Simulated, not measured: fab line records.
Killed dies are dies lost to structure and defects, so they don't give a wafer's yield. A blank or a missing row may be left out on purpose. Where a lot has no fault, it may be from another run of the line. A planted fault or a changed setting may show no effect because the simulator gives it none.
fab line records	flow sky130
record: lots: 15	wafers: 45	last-day: 51
route steps=708 shown POLY_GATE@229
lots with no fault: from the same line, run without faults
start-h: hours from the record's opening day to when the first of the lot's shown wafers began	wait-h: hours from the lot's prior step to this one	" repeats the value in the row above	L1.1+2: several wafers, shown together as one row	- no value, or no start given	* or withheld: withheld	< > ~ a bound
route shown NAME@n: a module of which the file shows steps, and the number in the route of the first	usual: the fault-free wafers' mean and standard deviation	same: alike in all rows	chamber/n: place in a boat	sites: the reading at each site	_std_site: the standard deviation of these	_edge_site: inner sites' mean taken away from outer sites' mean	radius-mm: for every site, how far away it sits from the centre of the wafer	mask NAME#n: copy n	behind: tool/chamber where the wafer was last shaped	hold: the reason the lot was held/the length of the hold in hours/how it ended	device: names the non-switching transistor (n, p or np)	end of line: the route-end tests of the same wafers	a step with no rows: only its recipe	killed: dies lost to structure and defects at the first sort, not the wafer's yield	map: dies across one wafer; x = killed, . = not, _ = none there
set.NAME: the setting that was run; set.NAME@STEP: the one run at that earlier step	model.NAME: the simulator's own value behind a step, which no gauge read
the route's steps for a sample of lots (tables are steps, rows are wafers)
services: the hour from which a tool's chamber was out of use, counted from the record's first day as start-h (under 0 if before that day), plus the number of hours and why
== steps ==
step: SKY_POLY_GATE_ETCH_15
recipe: chemistry: N2/H2	target: BARC	ion-energy-ev: 200	source-w: 500	bias-w: 100	pressure-mtorr: 30	n2-flow-sccm: 100	h2-flow-sccm: 200	stop-on: SiO2	time-s: 118.5	target-depth-a: 1100
usual: bias-w: 100.0/0.31	chamber-pressure-mTorr: 30.002/0.027	drypump-motor-current-A: 5.8/0.57	oes-product-au: 0.717/0.0048	throttle-valve-pct: 13.213/0.0093
lot.wafer	tool	chamber	start-h	wait-h	bias-w	chamber-pressure-mTorr	drypump-motor-current-A	oes-product-au	rf-hours-counter-h	throttle-valve-pct
L993.2	rie-diel-03	3	383.31	0.0	99.9	29.979	5.2	0.716	1	13.215
L993.3	"	2	"	"	99.7	30.029	6.7	0.712	11	13.205
L993.6	"	0	"	"	100.2	30.045	5.3	0.713	-	13.221
L995.2	rie-diel-02	0	402.39	0.0	100.1	30.003	5.5	0.715	106	13.213
L995.4	"	3	"	"	99.1	29.968	6.5	0.716	10	13.206
L995.5	"	0	"	"	99.9	30.021	5.5	0.716	-	13.208
L998.2	rie-diel-03	0	427.01	0.0	100.1	29.972	5.2	0.714	5	13.216
L998.3	"	3	"	"	100.0	30.008	5.2	0.721	2	13.223
L998.6	"	3	"	"	99.7	29.986	5.2	0.720	-	13.208
L102.2	rie-diel-01	1	466.79	0.0	-	-	-	-	-	-
L102.3	"	0	"	"	-	-	-	-	-	-
L102.6	"	1	"	"	-	-	-	-	-	-
L103.1	rie-diel-01	1	473.42	0.0	-	-	-	-	-	-
L103.2	"	3	"	"	-	-	-	-	-	-
L103.4	"	2	"	"	-	-	-	-	-	-
L104.1	rie-diel-03	0	477.56	0.0	-	-	-	-	-	-
L104.2	"	1	"	"	-	-	-	-	-	-
L104.5	"	2	"	"	-	-	-	-	-	-
L106.2	rie-diel-03	2	494.77	0.0	100.6	30.009	6.7	0.711	14	13.223
L106.3	"	1	"	"	100.6	30.050	6.6	0.723	1	13.208
L106.4	"	0	"	"	99.6	30.017	5.2	0.719	6	13.218
L105.1	rie-diel-02	3	497.57	0.0	100.3	29.956	6.5	0.716	12	13.203
L105.2	"	0	"	"	100.1	29.986	5.5	0.718	1	13.221
L105.3	"	1	"	"	100.7	29.995	5.0	0.715	62	13.200
L107.1	rie-diel-01	2	500.81	0.0	100.1	30.014	5.7	0.720	84	13.208
L107.3	"	0	"	"	100.6	29.976	6.4	0.710	7	13.207
L107.6	"	1	"	"	100.6	29.998	5.7	0.719	-	13.215
L109.1	rie-diel-03	3	519.61	0.0	99.9	29.996	5.2	0.715	4	13.218
L109.2	"	0	"	"	99.7	30.024	5.3	0.712	6	13.205
L109.6	"	3	"	"	100.4	29.993	5.2	0.718	-	13.216
L110.2	rie-diel-02	1	523.02	0.0	100.0	30.013	4.9	0.710	62	13.206
L110.4	"	3	"	"	100.3	29.959	6.5	0.713	12	13.194
L110.5	"	2	"	"	100.4	29.953	5.9	0.711	-	13.207
L112.4	rie-diel-01	1	546.03	0.1	100.0	30.036	5.7	0.721	-	13.212
L112.5	"	3	"	"	99.6	30.022	5.4	0.721	-	13.221
L112.6	"	0	"	"	99.8	29.989	6.4	0.723	-	13.210
L114.1	rie-diel-03	2	563.32	0.0	100.5	30.012	6.7	0.707	15	13.211
L114.2	"	0	"	"	100.1	29.978	5.3	0.712	7	13.202
L114.5	"	1	"	"	99.8	29.991	6.6	0.717	-	13.219
L113.1	rie-diel-02	3	569.24	0.0	99.9	30.007	6.5	0.720	13	13.228
L113.3	"	1	"	"	100.1	30.026	5.0	0.711	63	13.211
L113.4	"	0	"	"	100.1	29.994	5.5	0.720	-	13.213
L116.2	rie-diel-03	2	581.46	0.0	100.2	30.032	6.7	0.721	15	13.203
L116.3	"	0	"	"	100.3	30.030	5.3	0.725	8	13.220
L116.5	"	3	"	"	100.0	29.978	5.2	0.711	-	13.218
step: SKY_POLY_GATE_ETCH_16
recipe: stop-on: poly-Si	chemistry: CH3F/O2	target: Si3N4	source-w: 400	bias-w: 80	pressure-mtorr: 25	ch3f-flow-sccm: 40	O2_flow_sccm: 30	time-s: 147.5	target-depth-a: 750
usual: O2_flow_sccm: 30.00/0.099	bias-w: 80.00/0.24	drypump-motor-current-A: 5.8/0.56	oes-product-au: 0.639/0.0053	throttle-valve-pct: 10.535/0.0093
lot.wafer	tool	chamber	start-h	wait-h	O2_flow_sccm	bias-w	drypump-motor-current-A	oes-product-au	rf-hours-counter-h	throttle-valve-pct
L993.2	rie-diel-03	3	383.40	0.0	30.06	79.86	5.2	0.638	1	10.540
L993.3	"	2	"	"	29.86	80.41	6.7	0.633	12	10.521
L993.6	"	0	"	"	29.92	79.78	5.2	0.639	-	10.543
L995.2	rie-diel-02	0	402.47	0.0	30.22	80.17	5.5	0.638	106	10.534
L995.4	"	3	"	"	29.95	80.28	6.5	0.631	10	10.547
L995.5	"	0	"	"	30.15	80.14	5.5	0.645	-	10.520
L998.2	rie-diel-03	0	427.10	0.0	30.06	79.99	5.3	0.640	5	10.527
L998.3	"	3	"	"	30.10	80.11	5.2	0.629	2	10.536
L998.6	"	3	"	"	30.02	80.14	5.2	0.646	-	10.528
L102.2	rie-diel-01	1	466.87	0.0	30.15	79.83	5.7	0.378	2	10.509
L102.3	"	0	"	"	29.98	79.98	6.4	0.377	6	10.493
L102.6	"	1	"	"	30.02	80.33	5.7	0.374	-	10.492
L103.1	rie-diel-01	1	473.50	0.0	29.93	79.76	5.7	0.374	2	10.493
L103.2	"	3	"	"	29.87	80.22	5.4	0.371	4	10.512
L103.4	"	2	"	"	30.05	80.48	5.6	0.378	83	10.494
L104.1	rie-diel-03	0	477.65	0.0	30.21	79.97	5.2	0.375	6	10.511
L104.2	"	1	"	"	29.99	79.77	6.4	0.376	1	10.501
L104.5	"	2	"	"	30.00	79.79	6.7	0.369	-	10.510
L106.2	rie-diel-03	2	494.85	0.0	29.89	79.71	6.7	0.637	14	10.542
L106.3	"	1	"	"	29.99	79.92	6.5	0.640	1	10.534
L106.4	"	0	"	"	29.99	80.03	5.3	0.635	6	10.537
L105.1	rie-diel-02	3	497.65	0.0	30.17	79.44	6.5	0.633	12	10.529
L105.2	"	0	"	"	29.91	80.03	5.5	0.634	1	10.539
L105.3	"	1	"	"	29.90	80.03	4.9	0.635	62	10.536
L107.1	rie-diel-01	2	500.90	0.0	30.17	79.75	5.6	0.638	84	10.542
L107.3	"	0	"	"	29.99	79.98	6.4	0.632	7	10.543
L107.6	"	1	"	"	29.98	79.89	5.7	0.644	-	10.525
L109.1	rie-diel-03	3	519.69	0.0	29.86	79.98	5.2	0.638	4	10.520
L109.2	"	0	"	"	30.08	79.68	5.3	0.645	6	10.536
L109.6	"	3	"	"	29.90	80.00	5.2	0.645	-	10.541
L110.2	rie-diel-02	1	523.10	0.0	30.01	80.07	5.0	0.642	62	10.540
L110.4	"	3	"	"	30.02	79.86	6.5	0.644	12	10.547
L110.5	"	2	"	"	30.22	79.99	5.9	0.637	-	10.534
L112.4	rie-diel-01	1	546.12	0.0	29.99	79.94	5.7	0.647	-	10.534
L112.5	"	3	"	"	30.05	80.61	5.4	0.647	-	10.540
L112.6	"	0	"	"	29.99	80.29	6.4	0.646	-	10.538
L114.1	rie-diel-03	2	563.40	0.0	29.93	80.23	6.7	0.652	15	10.520
L114.2	"	0	"	"	30.26	79.76	5.2	0.647	7	10.539
L114.5	"	1	"	"	29.84	79.85	6.5	0.633	-	10.537
L113.1	rie-diel-02	3	569.32	0.0	29.92	80.05	6.5	0.637	13	10.530
L113.3	"	1	"	"	30.08	80.10	5.0	0.638	63	10.515
L113.4	"	0	"	"	29.90	80.00	5.5	0.634	-	10.540
L116.2	rie-diel-03	2	581.54	0.0	30.10	80.40	6.7	0.643	15	10.522
L116.3	"	0	"	"	29.88	80.05	5.3	0.634	8	10.547
L116.5	"	3	"	"	30.06	80.06	5.2	0.644	-	10.542
step: SKY_POLY_GATE_ETCH_17
recipe: target-depth-nm: 180	stop-on: SiO2	over-etch-frac: 0.56667	chemistry: HBr/Cl2	target: poly-Si	icp-w: 400	bias-w: 100	pressure-mtorr: 10	HBr_flow_sccm: 150	Cl2_flow_sccm: 50	time-s: 70.5
usual: HBr_flow_sccm: 150.0/0.43	bias-w: 100.0/0.31	drypump-motor-current-A: 5.8/0.37	oes-product-au: 0.984/0.0072	throttle-valve-pct: 33.684/0.0085
lot.wafer	tool	chamber	start-h	wait-h	HBr_flow_sccm	bias-w	drypump-motor-current-A	oes-product-au	rf-hours-counter-h	throttle-valve-pct
L993.2	rie-si-01	3	383.49	0.0	150.8	100.0	6.0	0.981	2	33.678
L993.3	"	1	"	"	149.9	100.0	5.9	0.969	1	33.682
L993.6	"	2	"	"	150.8	100.1	5.6	0.985	-	33.683
L995.2	rie-si-01	1	402.57	0.0	150.5	100.3	6.0	0.987	1	33.688
L995.4	"	2	"	"	149.6	99.4	5.6	0.983	63	33.679
L995.5	"	0	"	"	149.9	100.6	6.1	0.982	-	33.669
L998.2	rie-si-02	3	427.19	0.0	150.4	99.9	5.0	0.978	2	33.685
L998.3	"	2	"	"	150.3	100.0	5.5	0.986	0	33.691
L998.6	"	3	"	"	150.3	100.3	5.1	0.982	-	33.687
L102.2	rie-si-01	0	466.97	0.0	150.3	100.6	6.1	0.277	2	33.681
L102.3	"	1	"	"	149.7	100.0	5.9	0.269	2	33.682
L102.6	"	1	"	"	148.8	99.8	5.9	0.274	-	33.683
L103.1	rie-si-01	0	473.60	0.0	150.4	100.3	6.1	0.269	2	33.682
L103.2	"	3	"	"	150.8	100.2	6.1	0.274	3	33.678
L103.4	"	3	"	"	150.3	100.1	6.0	0.271	-	33.670
L104.1	rie-si-02	2	477.74	0.0	150.4	100.0	5.5	0.274	1	33.679
L104.2	"	0	"	"	149.8	100.2	6.0	0.273	6	33.674
L104.5	"	1	"	"	150.4	99.6	6.4	0.272	-	33.686
L106.2	rie-si-01	0	494.95	0.0	150.7	99.9	6.1	0.978	2	33.679
L106.3	"	2	"	"	149.8	100.2	5.6	0.992	0	33.695
L106.4	"	3	"	"	150.9	99.6	6.0	0.983	3	33.677
L105.1	rie-si-02	0	497.75	0.0	149.6	99.7	6.0	0.977	6	33.693
L105.2	"	3	"	"	150.1	100.5	5.0	0.971	3	33.682
L105.3	"	1	"	"	150.1	99.9	6.3	0.975	2	33.690
L107.1	rie-si-01	0	500.99	0.0	149.8	99.7	6.0	0.982	2	33.675
L107.3	"	1	"	"	150.2	99.9	5.9	0.981	2	33.686
L107.6	"	1	"	"	150.7	99.7	5.9	0.981	-	33.693
L109.1	rie-si-01	1	519.79	0.0	149.6	100.0	5.9	0.981	2	33.682
L109.2	"	2	"	"	149.6	100.1	5.6	0.979	0	33.690
L109.6	"	2	"	"	150.0	100.4	5.6	0.973	-	33.683
L110.2	rie-si-02	3	523.20	0.0	149.9	99.8	5.0	0.971	3	33.681
L110.4	"	1	"	"	150.0	100.1	6.3	0.976	2	33.664
L110.5	"	0	"	"	149.8	100.2	6.0	0.972	-	33.689
L112.4	rie-si-02	1	546.17	0.0	150.5	99.8	6.4	0.973	2	33.686
L112.5	"	3	"	"	149.8	100.4	5.1	0.986	-	33.687
L112.6	"	0	"	"	150.1	100.4	6.0	0.986	-	33.678
L114.1	rie-si-01	1	563.50	0.0	150.5	100.3	5.9	0.987	2	33.703
L114.2	"	2	"	"	150.4	99.8	5.6	0.998	0	33.691
L114.5	"	1	"	"	150.0	100.7	5.9	0.979	-	33.677
L113.1	rie-si-02	2	569.42	0.0	150.1	100.0	5.4	0.988	1	33.688
L113.3	"	1	"	"	149.6	100.1	6.4	0.986	2	33.690
L113.4	"	0	"	"	150.2	100.1	6.0	0.967	6	33.676
L116.2	rie-si-01	0	581.64	0.0	150.1	99.8	6.1	1.001	2	33.686
L116.3	"	3	"	"	150.8	100.1	6.1	0.998	3	33.692
L116.5	"	0	"	"	150.2	99.9	6.1	0.991	-	33.672
step: SKY_POLY_GATE_CD_MEAS_22
usual: cd-nm: 150.9/1.9
lot.wafer	tool	chamber	start-h	wait-h	cd-nm
L993.2	cd-sem-01	-	386.76	0.1	150.9
L993.3	"	-	"	"	151.0
L993.6	"	-	"	"	151.5
L995.2	cd-sem-02	-	405.14	0.1	149.1
L995.4	"	-	"	"	148.1
L995.5	"	-	"	"	148.5
L998.2	cd-sem-01	-	430.06	0.1	148.8
L998.3	"	-	"	"	148.9
L998.6	"	-	"	"	148.8
L102.2	cd-sem-01	-	468.79	0.1	-
L102.3	"	-	"	"	-
L102.6	"	-	"	"	-
L103.1	cd-sem-01	-	475.94	0.1	-
L103.2	"	-	"	"	-
L103.4	"	-	"	"	-
L104.1	cd-sem-01	-	479.26	0.1	-
L104.2	"	-	"	"	-
L104.5	"	-	"	"	-
L106.2	cd-sem-01	-	496.50	0.1	151.6
L106.3	"	-	"	"	152.0
L106.4	"	-	"	"	153.5
L105.1	cd-sem-02	-	499.27	0.1	148.2
L105.2	"	-	"	"	152.0
L105.3	"	-	"	"	152.0
L107.1	cd-sem-02	-	502.51	0.1	150.5
L107.3	"	-	"	"	152.5
L107.6	"	-	"	"	152.8
L109.1	cd-sem-02	-	521.31	0.1	152.5
L109.2	"	-	"	"	151.4
L109.6	"	-	"	"	152.5
L110.2	cd-sem-02	-	524.75	0.1	152.4
L110.4	"	-	"	"	151.6
L110.5	"	-	"	"	148.9
L112.4	cd-sem-02	-	548.58	0.1	152.4
L112.5	"	-	"	"	153.6
L112.6	"	-	"	"	153.5
L114.1	cd-sem-01	-	565.02	0.1	152.9
L114.2	"	-	"	"	153.2
L114.5	"	-	"	"	152.9
L113.1	cd-sem-01	-	570.93	0.1	147.9
L113.3	"	-	"	"	151.5
L113.4	"	-	"	"	150.7
L116.2	cd-sem-02	-	583.22	0.1	148.4
L116.3	"	-	"	"	151.0
L116.5	"	-	"	"	150.6
== services ==
tool	chamber	start-h	hours	kind
rie-diel-02	0	359.53	9.0	repair
rie-diel-03	1	393.82	9.3	repair
rie-diel-03	1	403.14	-	clean
rie-diel-03	1	403.14	18.0	scheduled-down
rie-diel-03	1	403.14	18.0	vent-cycle
rie-diel-01	-	409.39	0.5	repair
rie-diel-02	0	422.09	-	clean
rie-diel-02	0	422.09	20.1	scheduled-down
rie-diel-02	0	422.09	20.1	vent-cycle
rie-diel-01	2	431.79	2.5	repair
rie-diel-01	3	437.32	3.1	repair
rie-si-01	0	441.52	5.5	repair
rie-diel-01	-	453.17	0.2	repair
rie-diel-03	3	458.60	1.3	repair
rie-si-01	2	462.16	-	clean
rie-si-01	2	462.16	26.3	scheduled-down
rie-si-01	2	462.16	26.3	vent-cycle
rie-diel-03	-	469.85	0.1	repair
rie-diel-02	1	493.51	1.4	repair
rie-diel-03	1	504.86	14.1	repair
rie-diel-03	2	509.66	6.0	repair
rie-diel-01	-	515.26	0.2	repair
rie-si-01	0	561.28	6.2	repair
rie-diel-02	2	564.81	5.3	repair
== key ==
first-sign: step: SKY_POLY_GATE_ETCH_15	reading: tool-record	direction: missing
effect: step: SKY_POLY_GATE_ETCH_16	reading: oes-product-au	direction: down	sigmas: 50	usual: 0.639	struck: 0.375
effect: step: SKY_POLY_GATE_ETCH_17	reading: oes-product-au	direction: down	sigmas: 99+	usual: 0.984	struck: 0.273
effect: step: SKY_POLY_GATE_CD_MEAS_22	reading: cd-nm	direction: missing
met-at SKY_POLY_GATE_ETCH_15
struck-lots L102,L103,L104
later-rows-left-out L102.2,L102.3,L102.6,L103.1,L103.2,L103.4,L104.1,L104.2,L104.5
sort-left-out L102.2,L102.3,L102.6,L103.1,L103.2,L103.4,L104.1,L104.2,L104.5
tester-left-out L102,L103,L104
onset-between 427.01 466.79
fault: kind: skipped-step-whole	tool: rie-diel-01,rie-diel-03	chamber: -	onset-h: 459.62	steps: SKY_POLY_GATE_ETCH_15	scope: struck-lots-only
tester-left-out: of these lots the tester's yield and bins aren't shown, on N5 and GAA mostly nor the transistor test; their killed dies are dies lost to structure and defects alone, not to doping, threshold or leakage, so they don't give the yield
sort-left-out: the simulated sort isn't trusted on such a fault, so these wafers' sort isn't shown, and their yield isn't known
later-rows-left-out: the simulator's readings of these wafers behind a module that went badly wrong aren't trusted and aren't shown, but for the sort
